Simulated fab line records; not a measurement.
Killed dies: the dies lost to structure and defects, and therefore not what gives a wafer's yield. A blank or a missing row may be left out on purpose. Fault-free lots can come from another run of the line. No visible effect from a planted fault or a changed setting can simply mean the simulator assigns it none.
One fault seen from 2 desks | flow gf180mcu | each desk holds nothing but its own numbers, with what lay behind them at the end

== METROLOGY DESK ==
Means of the sampled wafers that have a number, per lot and without regard to the tool the lot ran on: this is what the gauges read. If a lot's mean is further than 4 standard deviations from the usual mean, the lot is out of limits and carries the mark OUT (the distance appears in the brackets).
Columns: A = V1_OVL at GF_V1_OVL_MEAS_15, usual 0 nm; B = V1_W_RS at GF_V1_RS_MEAS_24, usual 0.328 ohm/sq; C = V1_W_THK at GF_V1_THK_MEAS_25, usual 358 nm; D = M2_ALCU_THK at GF_M2_THK_MEAS_06, usual 446 nm
lot  | first seen here | A  | B               | C             | D
L375 | day 18 14:49    | 2  | 0.329           | 358           | 452
L376 | day 19 06:01    | 1  | 0.331           | 357           | 441
L380 | day 20 17:52    | -1 | 0.330           | 358           | 444
L382 | day 21 12:32    | 3  | 0.325           | 364           | 452
L383 | day 22 02:01    | 0  | 0.327           | 356           | 439
L384 | day 22 08:16    | 1  | 0.388 (+17) OUT | 301 (-12) OUT | 439
L385 | day 22 19:05    | -3 | 0.391 (+18) OUT | 299 (-13) OUT | 442
L392 | day 24 22:53    | -2 | 0.321           | 361           | 446
L394 | day 25 12:31    | 0  | 0.328           | 358           | 445
L395 | day 25 20:25    | -7 | 0.327           | 361           | 445
L396 | day 26 03:38    | -2 | 0.325           | 357           | 447
This desk's result: L384, L385 out of limits, first on L384 (V1_W_RS at GF_V1_RS_MEAS_24), day 22 09:16. L375, L376, L380, L382, L383, L392, L394, L395, L396: within limits.

== THE TOOL OWNER'S DESK: cvd-w-01 ==
The tool's own readings at GF_V1_CVD_23 (deposits W, target thk 350 nm, time 105.05 s): means of the sampled wafers that have a number, for each lot that ran on this tool. If a lot's mean is further than 4 standard deviations from the usual mean, the lot is out of limits and carries the mark OUT (the distance appears in the brackets).
Columns: A = chamber-pressure-Torr at GF_V1_CVD_23, usual 39.99 Torr; B = heater-power-w at GF_V1_CVD_23, usual 850 W; C = susceptor-temp-C at GF_V1_CVD_23, usual 400.02 C
lot  | first seen here | A                       | B   | C
L380 | day 20 18:41    | 39.99                   | 848 | 399.97
L382 | day 21 13:24    | 39.98                   | 799 | 400.12
L384 | day 22 09:09    | 28.39 (-99 or more) OUT | 824 | 400.03
L385 | day 22 19:53    | 28.51 (-99 or more) OUT | 807 | 400.14
L392 | day 24 23:44    | 40.02                   | 805 | 400.15
L394 | day 25 13:20    | 39.85                   | 799 | 400.09
L395 | day 25 21:15    | 39.97                   | 789 | 400.02
L396 | day 26 04:26    | 40.00                   | 801 | 399.76
Finding of this desk: L384, L385 out of limits; the first was L384 at day 22 09:09, on chamber-pressure-Torr at GF_V1_CVD_23. L380, L382, L392, L394, L395, L396: within limits.

== TAKEN TOGETHER ==
At day 22 09:09, on L384, L385, the tool owner's desk was in a position to raise an alarm.
Metrology desk: alarm possible at day 22 09:16 on L384, L385.
On cvd-w-01, each named lot ran GF_V1_CVD_23.

== WHAT WAS PUT IN BY THE SIMULATOR ==
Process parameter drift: cvd-w-01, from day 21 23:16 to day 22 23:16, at GF_V1_CVD_23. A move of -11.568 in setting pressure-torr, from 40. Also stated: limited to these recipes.
Shown lots that were struck: L384, L385.
Hours from the fault's start to each desk's first reading out of limits: the tool owner's desk, 10; the metrology desk, 10.
